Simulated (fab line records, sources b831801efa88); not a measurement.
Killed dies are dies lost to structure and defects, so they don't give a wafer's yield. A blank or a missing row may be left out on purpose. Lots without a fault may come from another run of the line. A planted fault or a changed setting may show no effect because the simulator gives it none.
Which tool did it? | flow gf180mcu | 6 lots, 18 wafers sampled, at 4 steps of a route of 602

WHAT THE GAUGES READ, wafer by wafer
GF_V5_THK_MEAS_25: measures by xrf.
lot  | measured     | on            | V5_W_THK (nm)
L156 | day 28 22:26 | film_metro-04 | 342 348 340
L159 | day 29 20:13 | film_metro-03 | 343 355 350
L165 | day 31 08:43 | film_metro-04 | 332 340 339
L169 | day 32 18:01 | film_metro-04 | 350 342 341
L174 | day 33 14:51 | film_metro-04 | 341 344 344
L175 | day 33 20:21 | film_metro-03 | 340 352 350

WHICH TOOL RAN EACH LOT (tool, then ch and the chambers of the sampled wafers, then the start)
lot  | GF_M1_STRIP_17                       | GF_V5_SPUTTER_22             | GF_V5_CVD_23
L156 | plasma_asher-01 ch 0,1, day 18 22:38 | pvd_sputter-01, day 28 22:10 | cvd_w-02 ch 0,1, day 28 22:12
L159 | plasma_asher-04 ch 0,1, day 20 03:13 | pvd_sputter-02, day 29 19:55 | cvd_w-02 ch 0,1, day 29 19:57
L165 | plasma_asher-04 ch 1, day 21 23:37   | pvd_sputter-01, day 31 08:26 | cvd_w-02 ch 0,1, day 31 08:28
L169 | plasma_asher-03 ch 0,1, day 23 20:39 | pvd_sputter-01, day 32 17:43 | cvd_w-02 ch 0,1, day 32 17:48
L174 | plasma_asher-04 ch 0,1, day 25 01:38 | pvd_sputter-02, day 33 14:34 | cvd_w-01 ch 0,1, day 33 14:38
L175 | plasma_asher-01 ch 0,1, day 25 10:09 | pvd_sputter-03, day 33 20:04 | cvd_w-02 ch 0,1, day 33 20:08
- GF_M1_STRIP_17: strips in O2/N2.
- GF_V5_SPUTTER_22: material TiN, target thk 10 nm, time 40 s.
- GF_V5_CVD_23: deposits W, target thk 350 nm, time 104.9 s.

THE ANSWER, worked out from the rows above alone
Rule: what is usual is taken from the lots themselves. Put in order of their means at a reading, lots are off if they are a third of the lots or fewer, leave a main group of 4 or more, and stand apart from it by a gap of 3 or more times the standard deviation of the main group's means; of several such gaps the widest counts. A main group whose means are all the same, to the digits that the tables above print for the reading, isn't used. A lot without any number at a reading at which 4 lots or more have one is off too. The other lots that the step has rows for count as sound.
No lot is off at any reading shown: from this, nothing can be told.

WHAT THE SIMULATOR HAD PUT IN
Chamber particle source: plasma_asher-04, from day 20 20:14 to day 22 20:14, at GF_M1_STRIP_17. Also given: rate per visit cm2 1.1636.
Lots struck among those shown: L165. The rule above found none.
